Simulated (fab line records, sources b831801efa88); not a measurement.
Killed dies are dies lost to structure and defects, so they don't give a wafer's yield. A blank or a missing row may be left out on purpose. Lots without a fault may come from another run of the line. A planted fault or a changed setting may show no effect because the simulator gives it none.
fab line records | flow sky130
record lots=14 wafers=42 last_day=50
route steps=708 shown RES_PROTECT@215 POLY_GATE@227 LDD_HVN@276 PAD_OPEN@708
lots that met no fault: from a run of the same line without faults
start_h: hours from the record's first day to the start of the lot's first wafer shown | wait_h: hours since the lot's step before | " the same as in the row above | L1.1+2: a row that stands for several wafers | - no value, or no start given | * or withheld: withheld | < > ~ a bound
route shown NAME@n: a module of which the file shows steps, and the number in the route of the first | usual: mean/standard deviation of fault-free wafers | same: alike in all rows | chamber/n: place in a boat | sites: the reading at each site | _std_site: their standard deviation | _edge_site: outer sites' mean less inner sites' | radius_mm: how far each site lies from the wafer's centre | mask NAME#n: copy n | behind: the tool/chamber that last shaped the wafer | hold: why the lot was held/for how many hours/how that ended | device: the transistor (n, p or np) that didn't switch | end of line: the same wafers' tests at the end of the route | a step without rows: its recipe alone | killed: dies lost to structure and defects at the first sort, not the wafer's yield | map: a wafer's dies, x killed, . not, _ none there
set.NAME: the setting as run; set.NAME@STEP: as run at that earlier step | model.NAME: the simulator's own value behind a step, which no gauge read
steps of the route over a sample of lots; a table a step, a row a wafer
services: from which hour (start_h, from the record's first day; less than 0 if before it) a tool's chamber was out of use, for how many hours, and why
## steps
# step SKY_RES_PROTECT_TW_MEAS_08
# usual POLY_GATE_TW=4058/55
# columns lot.wafer tool chamber start_h wait_h POLY_GATE_TW
L215.1 film_metro-04 - 341.65 0.1 4006
L215.5 " - " " 4009
L215.6 " - " " 4030
L216.3 film_metro-02 - 347.58 0.1 3977
L216.4 " - " " 3990
L216.5 " - " " 3974
L217.2 film_metro-03 - 355.62 0.1 4110
L217.5 " - " " 4088
L217.6 " - " " 4091
L220.1 film_metro-03 - 379.60 0.1 4123
L220.4 " - " " 4129
L220.5 " - " " 4120
L221.1 film_metro-02 - 388.13 0.1 4016
L221.2 " - " " 4024
L221.5 " - " " 4024
L222.2 film_metro-02 - 402.54 0.1 3998
L222.3 " - " " 4000
L222.5 " - " " 4006
L225.4 film_metro-03 - 425.93 0.1 4143
L225.5 " - " " 4142
L225.6 " - " " 4120
L229.1 film_metro-03 - 469.26 0.1 4149
L229.2 " - " " 4145
L229.3 " - " " 4139
L230.3 film_metro-04 - 479.05 0.1 4017
L230.5 " - " " 3998
L230.6 " - " " 3992
L231.3 film_metro-03 - 480.30 0.1 4124
L231.5 " - " " 4138
L231.6 " - " " 4119
L232.1 film_metro-03 - 493.38 0.1 4113
L232.3 " - " " 4144
L232.6 " - " " 4114
L233.3 film_metro-02 - 499.82 0.1 4030
L233.5 " - " " 4034
L233.6 " - " " 4043
L234.1 film_metro-02 - 503.43 0.1 4039
L234.3 " - " " 4056
L234.4 " - " " 4048
L235.1 film_metro-02 - 514.46 0.1 4025
L235.3 " - " " 4028
L235.6 " - " " 4044
# step SKY_POLY_GATE_CD_MEAS_13
# recipe target_cd_nm=150
# usual cd_nm=149.7/1.1
# columns lot.wafer tool chamber start_h wait_h cd_nm
L215.1 cd_sem-02 - 372.45 - 149.4
L215.5 " - " " 150.1
L215.6 " - " " 147.8
L216.3 cd_sem-02 - 378.74 - 151.2
L216.4 " - " " 150.1
L216.5 " - " " 151.1
L217.2 cd_sem-02 - 386.18 - 149.4
L217.5 " - " " 148.7
L217.6 " - " " 149.2
L220.1 cd_sem-01 - 412.50 - 150.7
L220.4 " - " " 149.5
L220.5 " - " " 150.0
L221.1 cd_sem-02 - 419.91 - 150.1
L221.2 " - " " 149.4
L221.5 " - " " 150.4
L222.2 cd_sem-01 - 436.12 - 150.3
L222.3 " - " " 150.8
L222.5 " - " " 150.9
L225.4 cd_sem-01 - 459.71 - 151.0
L225.5 " - " " 150.9
L225.6 " - " " 152.1
L229.1 cd_sem-01 - 501.95 - 149.8
L229.2 " - " " 149.9
L229.3 " - " " 150.1
L230.3 cd_sem-02 - 512.29 - 147.1
L230.5 " - " " 147.1
L230.6 " - " " 147.7
L231.3 cd_sem-02 - 513.65 - 147.0
L231.5 " - " " 147.8
L231.6 " - " " 147.6
L232.1 cd_sem-01 - 525.46 - 149.0
L232.3 " - " " 147.3
L232.6 " - " " 148.1
L233.3 cd_sem-02 - 532.80 - 152.2
L233.5 " - " " 152.1
L233.6 " - " " 152.2
L234.1 cd_sem-01 - 536.15 - 149.1
L234.3 " - " " 148.7
L234.4 " - " " 149.2
L235.1 cd_sem-02 - 546.56 - 149.8
L235.3 " - " " 149.0
L235.6 " - " " 149.6
# step SKY_LDD_HVN_STRIP_09
# recipe chemistry=O2/N2 power_w=1400 pressure_mtorr=1500 platen_temp_c=withheld o2_flow_sccm=3000 n2_flow_sccm=300 overash_fraction=0.5
# usual drypump_motor_current_A=5.9/0.6 oes_product_au=0.408/0.005 strip_time_to_endpoint_s=4.136/0.014
# columns lot.wafer tool chamber start_h wait_h drypump_motor_current_A oes_product_au rf_hours_counter_h strip_time_to_endpoint_s
L215.1 plasma_asher-03 1 467.57 0.1 6.8 0.418 5 4.142
L215.5 " 0 " " 5.7 0.415 - 4.137
L215.6 " 1 " " 6.8 0.417 - 4.143
L216.3 plasma_asher-04 1 473.85 0.1 5.5 0.403 - 4.142
L216.4 " 0 " " 5.0 0.411 - 4.141
L216.5 " 0 " " 5.0 0.402 - 4.124
L217.2 plasma_asher-01 1 483.29 0.1 6.2 0.417 77 4.117
L217.5 " 0 " " 5.5 0.412 - 4.113
L217.6 " 1 " " 6.2 0.408 - 4.135
L220.1 plasma_asher-01 0 509.15 0.1 5.4 0.402 80 4.139
L220.4 " 1 " " 6.2 0.414 - 4.161
L220.5 " 0 " " 5.5 0.411 - 4.151
L221.1 plasma_asher-01 0 517.02 0.1 5.4 0.418 81 3.715
L221.2 " 1 " " 6.2 0.402 81 3.731
L221.5 " 0 " " 5.5 0.401 - 3.756
L222.2 plasma_asher-03 0 533.25 0.1 5.8 0.406 12 4.126
L222.3 " 1 " " 6.8 0.404 - 4.137
L222.5 " 1 " " 6.8 0.405 - 4.127
L225.4 plasma_asher-01 0 554.93 0.1 5.4 0.411 - 3.718
L225.5 " 1 " " 6.3 0.415 - 3.736
L225.6 " 0 " " 5.4 0.396 - 3.709
L229.1 plasma_asher-04 0 595.85 0.1 5.0 0.403 50 4.138
L229.2 " 1 " " 5.4 0.399 50 4.133
L229.3 " 1 " " 5.4 0.402 - 4.155
L230.3 plasma_asher-04 1 606.52 0.1 5.4 0.405 - 4.146
L230.5 " 1 " " 5.4 0.408 - 4.127
L230.6 " 0 " " 5.0 0.405 - 4.130
L231.3 plasma_asher-03 1 606.73 0.1 6.8 0.413 - 4.138
L231.5 " 0 " " 5.7 0.408 - 4.139
L231.6 " 1 " " 6.8 0.406 - 4.145
L232.1 plasma_asher-04 1 616.97 0.1 5.4 0.416 52 4.139
L232.3 " 1 " " 5.4 0.408 - 4.123
L232.6 " 0 " " 5.0 0.409 - 4.124
L233.3 plasma_asher-01 1 625.95 0.1 6.2 0.413 - 4.137
L233.5 " 0 " " 5.4 0.407 - 4.152
L233.6 " 1 " " 6.3 0.411 - 4.145
L234.1 plasma_asher-01 0 627.95 0.1 5.5 0.410 89 4.116
L234.3 " 1 " " 6.3 0.400 - 4.139
L234.4 " 0 " " 5.4 0.409 - 4.139
L235.1 plasma_asher-01 0 637.99 0.1 5.5 0.413 90 4.144
L235.3 " 1 " " 6.3 0.404 - 4.142
L235.6 " 0 " " 5.5 0.407 - 4.140
# step SKY_LDD_HVN_TW_MEAS_10
# usual LDD_HVN_TW=1428/8.3
# columns lot.wafer tool chamber start_h wait_h LDD_HVN_TW
L215.1 film_metro-04 - 467.67 0.1 1419
L215.5 " - " " 1423
L215.6 " - " " 1424
L216.3 film_metro-04 - 473.94 0.1 1428
L216.4 " - " " 1419
L216.5 " - " " 1424
L217.2 film_metro-01 - 483.40 0.1 1419
L217.5 " - " " 1428
L217.6 " - " " 1420
L220.1 film_metro-01 - 509.25 0.1 1415
L220.4 " - " " 1416
L220.5 " - " " 1424
L221.1 film_metro-04 - 517.12 0.1 1420
L221.2 " - " " 1434
L221.5 " - " " 1421
L222.2 film_metro-01 - 533.36 0.1 1418
L222.3 " - " " 1421
L222.5 " - " " 1420
L225.4 film_metro-02 - 555.03 0.1 1431
L225.5 " - " " 1437
L225.6 " - " " 1440
L229.1 film_metro-01 - 595.95 0.1 1413
L229.2 " - " " 1412
L229.3 " - " " 1420
L230.3 film_metro-04 - 606.61 0.1 1434
L230.5 " - " " 1431
L230.6 " - " " 1435
L231.3 film_metro-02 - 606.82 0.1 1440
L231.5 " - " " 1440
L231.6 " - " " 1442
L232.1 film_metro-02 - 617.07 0.1 1438
L232.3 " - " " 1440
L232.6 " - " " 1440
L233.3 film_metro-01 - 626.04 0.1 1431
L233.5 " - " " 1429
L233.6 " - " " 1426
L234.1 film_metro-01 - 628.05 0.1 1423
L234.3 " - " " 1419
L234.4 " - " " 1429
L235.1 film_metro-02 - 638.09 0.1 1428
L235.3 " - " " 1431
L235.6 " - " " 1432
# step SKY_PAD_OPEN_PROBE_99
# usual killed_at_M0_to_M3=44/7.4 killed_at_M4_up=3.2/1.8 killed_at_contacts=25/5.2 killed_at_front_end=15/4.5 killed_at_other=0.2/0.43 killed_dies=87/9.6 killed_open=48/7.6 killed_short=40/5.7
# same gross_dies=492 killed_at_back_side=0
# columns lot.wafer tool chamber start_h wait_h killed_at_M0_to_M3 killed_at_M4_up killed_at_contacts killed_at_front_end killed_at_other killed_dies killed_open killed_short
L215.1 prober-01 - 1077.23 0.1 49 2 24 7 1 83 47 36
L215.5 prober-01 - 1077.43 0.2 45 1 26 10 0 82 43 39
L215.6 prober-01 - 1077.48 0.2 45 3 21 18 0 87 39 48
L216.3 prober-02 - 1082.61 0.2 33 3 26 21 1 84 51 33
L216.4 prober-02 - 1082.66 0.2 36 3 16 12 0 67 35 32
L216.5 prober-02 - 1082.71 0.2 49 3 19 11 0 82 50 32
L217.2 prober-01 - 1091.71 0.1 50 3 20 11 0 84 37 47
L217.5 prober-01 - 1091.86 0.2 60 0 31 13 0 104 61 43
L217.6 prober-01 - 1091.91 0.2 46 2 31 9 0 88 50 38
L220.1 prober-02 - 1106.95 0.1 47 2 18 15 0 82 39 43
L220.4 prober-02 - 1107.10 0.2 48 4 24 12 0 88 44 44
L220.5 prober-02 - 1107.15 0.2 41 6 31 20 0 98 54 44
L221.1 prober-01 - 1112.40 0.1 50 4 21 12 1 88 55 33
L221.2 prober-01 - 1112.45 0.1 55 2 28 15 0 100 44 56
L221.5 prober-01 - 1112.60 0.2 48 4 22 18 0 92 49 43
L222.2 prober-02 - 1118.79 0.1 40 4 25 14 0 83 49 34
L222.3 prober-02 - 1118.84 0.2 35 3 27 29 0 94 57 37
L222.5 prober-02 - 1118.94 0.2 32 5 18 22 0 77 38 39
L225.4 prober-01 - 1139.68 0.2 64 3 27 14 0 108 66 42
L225.5 prober-01 - 1139.73 0.2 35 3 30 12 0 80 38 42
L225.6 prober-01 - 1139.78 0.2 43 2 31 10 0 86 44 42
L229.1 prober-01 - 1161.23 0.1 39 7 23 16 0 85 50 35
L229.2 prober-01 - 1161.28 0.1 35 5 26 16 0 82 42 40
L229.3 prober-01 - 1161.33 0.2 33 5 29 13 0 80 33 47
L230.3 prober-02 - 1169.38 0.2 36 3 25 20 0 84 51 33
L230.5 prober-02 - 1169.48 0.2 39 0 22 23 0 84 48 36
L230.6 prober-02 - 1169.53 0.2 40 2 34 25 0 101 57 44
L231.3 prober-01 - 1171.18 0.2 44 1 23 13 0 81 36 45
L231.5 prober-01 - 1171.28 0.2 44 6 30 17 0 97 57 40
L231.6 prober-01 - 1171.33 0.2 46 5 24 9 0 84 56 28
L232.1 prober-02 - 1173.73 0.1 48 2 28 9 2 89 47 42
L232.3 prober-02 - 1173.83 0.2 36 5 22 9 0 72 34 38
L232.6 prober-02 - 1173.98 0.2 42 1 26 13 1 83 55 28
L233.3 prober-01 - 1179.45 0.2 44 5 26 17 1 93 51 42
L233.5 prober-01 - 1179.55 0.2 47 3 24 22 0 96 54 42
L233.6 prober-01 - 1179.60 0.2 42 7 23 15 1 88 47 41
L234.1 prober-02 - 1180.51 0.1 35 3 28 13 0 79 48 31
L234.3 prober-02 - 1180.61 0.2 44 1 19 15 0 79 40 39
L234.4 prober-02 - 1180.66 0.2 51 2 27 6 0 86 49 37
L235.1 prober-01 - 1188.02 0.1 39 3 22 22 0 86 45 41
L235.3 prober-01 - 1188.12 0.2 47 3 20 11 0 81 35 46
L235.6 prober-01 - 1188.27 0.2 56 2 22 18 1 99 56 43
# killed by level:class
L215.1 VIA1:geometric_particle:open=11 CONTACT:geometric_particle:open=9 VIA3:geometric_particle:open=8 CONTACT:geometric_particle:short=7 METAL1:geometric_particle:short=7 VIA2:geometric_particle:open=6 VIA3:geometric_particle:short=6 LI_CONTACT:geometric_particle:open=5
L215.5 CONTACT:geometric_particle:open=9 VIA3:geometric_particle:open=9 CONTACT:geometric_particle:short=7 VIA1:geometric_particle:open=7 VIA2:geometric_particle:open=7 LOCAL_INTERCONNECT:geometric_particle:short=5 METAL1:geometric_particle:short=5 METAL2:geometric_particle:short=5
L215.6 VIA1:geometric_particle:short=11 VIA1:geometric_particle:open=9 VIA3:geometric_particle:open=8 POLY_GATE:geometric_particle:short=6 LI_CONTACT:geometric_particle:open=5 LOCAL_INTERCONNECT:geometric_particle:short=5 METAL1:geometric_particle:short=5 CONTACT:geometric_particle:short=5
L216.3 VIA1:geometric_particle:open=10 CONTACT:geometric_particle:open=9 FIELD_ISO:geometric_particle:open=7 LI_CONTACT:geometric_particle:open=7 VIA2:geometric_particle:open=5 FIELD_ISO:geometric_particle:short=4 LI_CONTACT:geometric_particle:short=4 LOCAL_INTERCONNECT:geometric_particle:short=4
L216.4 VIA1:geometric_particle:open=9 CONTACT:geometric_particle:open=8 METAL1:geometric_particle:short=6 FIELD_ISO:geometric_particle:short=5 LI_CONTACT:geometric_particle:open=5 VIA1:geometric_particle:short=5 VIA2:geometric_particle:short=4 FIELD_ISO:geometric_particle:open=3
L216.5 CONTACT:geometric_particle:open=8 VIA3:geometric_particle:open=8 VIA2:geometric_particle:short=7 VIA1:geometric_particle:open=7 VIA2:geometric_particle:open=7 LI_CONTACT:geometric_particle:open=5 FIELD_ISO:geometric_particle:open=4 METAL2:geometric_particle:short=4
L217.2 VIA1:geometric_particle:open=9 CONTACT:geometric_particle:open=8 METAL1:geometric_particle:short=6 VIA1:geometric_particle:short=6 VIA3:geometric_particle:short=6 CONTACT:geometric_particle:short=5 METAL2:geometric_particle:short=5 VIA3:geometric_particle:open=5
L217.5 VIA1:geometric_particle:open=21 CONTACT:geometric_particle:open=9 CONTACT:geometric_particle:short=9 VIA1:geometric_particle:short=8 LI_CONTACT:geometric_particle:open=7 VIA3:geometric_particle:open=7 VIA2:geometric_particle:open=6 METAL3:geometric_particle:short=5
L217.6 VIA1:geometric_particle:open=12 CONTACT:geometric_particle:open=11 CONTACT:geometric_particle:short=9 VIA1:geometric_particle:short=9 VIA2:geometric_particle:open=6 LI_CONTACT:geometric_particle:open=5 LI_CONTACT:geometric_particle:short=4 POLY_GATE:geometric_particle:short=3
L220.1 METAL1:geometric_particle:short=13 LI_CONTACT:geometric_particle:open=7 CONTACT:geometric_particle:open=6 VIA2:geometric_particle:open=6 POLY_GATE:geometric_particle:short=5 METAL1:geometric_particle:open=5 VIA1:geometric_particle:short=5 METAL2:geometric_particle:short=5
L220.4 VIA1:geometric_particle:short=9 VIA1:geometric_particle:open=9 VIA2:geometric_particle:open=8 LI_CONTACT:geometric_particle:open=7 POLY_GATE:geometric_particle:short=6 VIA3:geometric_particle:open=6 LOCAL_INTERCONNECT:geometric_particle:short=5 CONTACT:geometric_particle:open=5
L220.5 CONTACT:geometric_particle:open=11 VIA2:geometric_particle:open=10 LI_CONTACT:geometric_particle:open=7 METAL1:geometric_particle:short=7 POLY_GATE:geometric_particle:open=6 LOCAL_INTERCONNECT:geometric_particle:short=6 VIA3:geometric_particle:open=6 VIA1:geometric_particle:open=5
L221.1 VIA1:geometric_particle:open=17 CONTACT:geometric_particle:open=10 VIA3:geometric_particle:open=8 VIA2:geometric_particle:open=6 VIA1:geometric_particle:short=5 LI_CONTACT:geometric_particle:open=4 CONTACT:geometric_particle:short=4 METAL1:geometric_particle:short=4
L221.2 CONTACT:geometric_particle:short=11 VIA1:geometric_particle:open=11 VIA1:geometric_particle:short=9 METAL2:geometric_particle:short=9 VIA3:geometric_particle:open=7 LI_CONTACT:geometric_particle:open=5 VIA2:geometric_particle:open=5 CONTACT:geometric_particle:open=5
L221.5 CONTACT:geometric_particle:open=13 METAL2:geometric_particle:short=8 VIA1:geometric_particle:open=8 VIA1:geometric_particle:short=7 FIELD_ISO:geometric_particle:short=6 POLY_GATE:geometric_particle:open=5 VIA3:geometric_particle:open=5 METAL1:geometric_particle:short=4
L222.2 VIA1:geometric_particle:open=10 CONTACT:geometric_particle:open=9 VIA2:geometric_particle:open=6 LI_CONTACT:geometric_particle:open=5 LOCAL_INTERCONNECT:geometric_particle:short=5 FIELD_ISO:geometric_particle:open=4 POLY_GATE:geometric_particle:open=4 METAL2:geometric_particle:short=4
L222.3 LI_CONTACT:geometric_particle:open=11 POLY_GATE:geometric_particle:short=10 POLY_GATE:geometric_particle:open=9 VIA2:geometric_particle:open=9 CONTACT:geometric_particle:open=7 VIA1:geometric_particle:open=6 VIA3:geometric_particle:open=6 FIELD_ISO:geometric_particle:open=5
L222.5 CONTACT:geometric_particle:open=7 POLY_GATE:geometric_particle:open=6 METAL2:geometric_particle:short=6 VIA2:geometric_particle:open=6 LI_CONTACT:geometric_particle:open=5 METAL4:geometric_particle:short=5 FIELD_ISO:geometric_particle:short=4 VIA3:geometric_particle:short=4
L225.4 VIA1:geometric_particle:open=19 CONTACT:geometric_particle:open=10 VIA2:geometric_particle:open=9 FIELD_ISO:geometric_particle:open=6 VIA1:geometric_particle:short=6 VIA2:geometric_particle:short=6 METAL2:geometric_particle:short=6 LI_CONTACT:geometric_particle:open=5
L225.5 CONTACT:geometric_particle:open=10 VIA1:geometric_particle:open=9 LI_CONTACT:geometric_particle:open=7 METAL1:geometric_particle:short=7 LOCAL_INTERCONNECT:geometric_particle:short=6 METAL2:geometric_particle:short=6 CONTACT:geometric_particle:short=5 FIELD_ISO:geometric_particle:open=4
L225.6 VIA1:geometric_particle:open=15 CONTACT:geometric_particle:open=10 METAL2:geometric_particle:short=8 LOCAL_INTERCONNECT:geometric_particle:short=7 CONTACT:geometric_particle:short=7 VIA3:geometric_particle:short=6 VIA2:geometric_particle:open=4 VIA3:geometric_particle:open=4
L229.1 VIA1:geometric_particle:open=10 FIELD_ISO:geometric_particle:open=8 VIA2:geometric_particle:open=8 CONTACT:geometric_particle:open=7 CONTACT:geometric_particle:short=5 LI_CONTACT:geometric_particle:open=4 METAL1:geometric_particle:short=4 METAL2:geometric_particle:short=4
L229.2 CONTACT:geometric_particle:open=12 VIA3:geometric_particle:open=6 VIA2:geometric_particle:open=6 FIELD_ISO:geometric_particle:open=5 LI_CONTACT:geometric_particle:open=5 VIA1:geometric_particle:short=5 METAL4:geometric_particle:short=4 LI_CONTACT:geometric_particle:short=4
L229.3 CONTACT:geometric_particle:open=9 LI_CONTACT:geometric_particle:open=8 CONTACT:geometric_particle:short=7 VIA1:geometric_particle:open=6 VIA3:geometric_particle:short=6 FIELD_ISO:geometric_particle:short=5 METAL1:geometric_particle:short=4 VIA1:geometric_particle:short=4
L230.3 CONTACT:geometric_particle:open=10 VIA2:geometric_particle:open=10 VIA3:geometric_particle:open=9 VIA1:geometric_particle:open=7 LI_CONTACT:geometric_particle:open=6 POLY_GATE:geometric_particle:short=5 LOCAL_INTERCONNECT:geometric_particle:short=5 POLY_GATE:geometric_particle:open=4
L230.5 VIA1:geometric_particle:open=9 CONTACT:geometric_particle:open=9 VIA2:geometric_particle:open=8 METAL1:geometric_particle:short=7 FIELD_ISO:geometric_particle:short=6 FIELD_ISO:geometric_particle:open=6 VIA3:geometric_particle:open=6 LI_CONTACT:geometric_particle:short=4
L230.6 LI_CONTACT:geometric_particle:open=11 VIA1:geometric_particle:open=11 CONTACT:geometric_particle:open=10 CONTACT:geometric_particle:short=8 POLY_GATE:geometric_particle:short=6 FIELD_ISO:geometric_particle:short=5 POLY_GATE:geometric_particle:open=5 METAL2:geometric_particle:short=5
L231.3 VIA1:geometric_particle:open=8 VIA1:geometric_particle:short=7 FIELD_ISO:geometric_particle:short=6 LI_CONTACT:geometric_particle:open=6 LOCAL_INTERCONNECT:geometric_particle:short=6 CONTACT:geometric_particle:open=6 METAL1:geometric_particle:short=6 VIA2:geometric_particle:open=4
L231.5 LI_CONTACT:geometric_particle:open=11 VIA3:geometric_particle:open=11 CONTACT:geometric_particle:open=10 VIA1:geometric_particle:open=8 METAL2:geometric_particle:short=6 VIA2:geometric_particle:open=5 METAL4:geometric_particle:short=5 FIELD_ISO:geometric_particle:open=4
L231.6 VIA1:geometric_particle:open=14 CONTACT:geometric_particle:open=11 METAL1:geometric_particle:short=10 VIA3:geometric_particle:open=6 LI_CONTACT:geometric_particle:open=5 VIA2:geometric_particle:open=5 SPACER:geometric_particle:open=4 METAL2:geometric_particle:short=4
L232.1 CONTACT:geometric_particle:open=12 VIA2:geometric_particle:open=10 VIA1:geometric_particle:open=9 LI_CONTACT:geometric_particle:open=5 METAL2:geometric_particle:short=5 VIA2:geometric_particle:short=5 METAL1:geometric_particle:short=4 METAL3:geometric_particle:short=4
L232.3 VIA1:geometric_particle:open=10 LOCAL_INTERCONNECT:geometric_particle:short=7 CONTACT:geometric_particle:open=7 METAL2:geometric_particle:short=7 VIA2:geometric_particle:open=6 VIA1:geometric_particle:short=5 METAL4:geometric_particle:short=4 CONTACT:geometric_particle:short=3
L232.6 LI_CONTACT:geometric_particle:open=9 CONTACT:geometric_particle:open=9 VIA1:geometric_particle:open=8 VIA2:geometric_particle:open=6 VIA3:geometric_particle:open=6 METAL1:geometric_particle:short=5 METAL2:geometric_particle:open=5 METAL2:geometric_particle:short=4
L233.3 CONTACT:geometric_particle:open=9 LI_CONTACT:geometric_particle:open=8 METAL2:geometric_particle:short=8 VIA1:geometric_particle:open=7 VIA2:geometric_particle:open=7 POLY_GATE:geometric_particle:short=6 METAL1:geometric_particle:short=6 POLY_GATE:geometric_particle:open=5
L233.5 POLY_GATE:geometric_particle:open=9 VIA1:geometric_particle:open=9 VIA3:geometric_particle:open=7 CONTACT:geometric_particle:open=7 VIA1:geometric_particle:short=7 LI_CONTACT:geometric_particle:open=6 VIA2:geometric_particle:open=6 FIELD_ISO:geometric_particle:short=5
L233.6 VIA1:geometric_particle:open=12 CONTACT:geometric_particle:open=7 VIA1:geometric_particle:short=7 METAL2:geometric_particle:short=7 LI_CONTACT:geometric_particle:open=6 METAL1:geometric_particle:short=5 POLY_GATE:geometric_particle:open=5 FIELD_ISO:geometric_particle:short=4
L234.1 CONTACT:geometric_particle:open=11 VIA1:geometric_particle:open=9 VIA2:geometric_particle:open=8 VIA3:geometric_particle:open=6 CONTACT:geometric_particle:short=6 LI_CONTACT:geometric_particle:open=5 FIELD_ISO:geometric_particle:short=3 POLY_GATE:geometric_particle:short=3
L234.3 VIA1:geometric_particle:open=9 LI_CONTACT:geometric_particle:open=7 METAL1:geometric_particle:short=7 VIA2:geometric_particle:open=7 POLY_GATE:geometric_particle:short=6 VIA3:geometric_particle:open=6 CONTACT:geometric_particle:open=5 FIELD_ISO:geometric_particle:short=4
L234.4 VIA2:geometric_particle:open=10 VIA3:geometric_particle:open=10 VIA1:geometric_particle:open=9 LI_CONTACT:geometric_particle:open=6 CONTACT:geometric_particle:short=6 CONTACT:geometric_particle:open=6 METAL1:geometric_particle:short=6 LI_CONTACT:geometric_particle:short=5
L235.1 CONTACT:geometric_particle:open=10 VIA1:geometric_particle:open=8 FIELD_ISO:geometric_particle:short=7 VIA3:geometric_particle:open=7 METAL2:geometric_particle:short=6 FIELD_ISO:geometric_particle:open=5 LI_CONTACT:geometric_particle:open=4 METAL3:geometric_particle:short=4
L235.3 VIA1:geometric_particle:open=10 CONTACT:geometric_particle:open=8 METAL1:geometric_particle:short=8 METAL2:geometric_particle:short=8 FIELD_ISO:geometric_particle:short=5 CONTACT:geometric_particle:short=5 VIA2:geometric_particle:open=5 LI_CONTACT:geometric_particle:open=4
L235.6 VIA1:geometric_particle:open=20 VIA2:geometric_particle:open=8 LI_CONTACT:geometric_particle:open=8 METAL1:geometric_particle:short=7 VIA1:geometric_particle:short=6 CONTACT:geometric_particle:short=5 VIA2:geometric_particle:short=5 FIELD_ISO:geometric_particle:short=4
## services
# columns tool chamber start_h hours kind
plasma_asher-01 - 453.33 28.1 pm
plasma_asher-01 - 578.55 27.1 pm
## key
first_sign step=SKY_LDD_HVN_STRIP_09 reading=strip_time_to_endpoint_s direction=down sigmas=30 usual=* struck=*
effect none on later readings
met_at SKY_LDD_HVN_STRIP_09
struck_lots L221,L225
tester_left_out L221,L225
not_acting_at SKY_RES_PROTECT_TW_MEAS_08,SKY_POLY_GATE_CD_MEAS_13,SKY_LDD_HVN_TW_MEAS_10
onset_between 509.15 517.02
fault kind=process_parameter_drift tool=plasma_asher-01 chamber=- onset_h=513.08 steps=SKY_LDD_HVN_STRIP_09 channel=power_w offset=* shape=step end_h=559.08 acts_in=* stated=*
# tester_left_out: of these lots the tester's yield and bins aren't shown, on N5 and GAA mostly nor the transistor test; their killed dies are dies lost to structure and defects alone, not to doping, threshold or leakage, so they don't give the yield
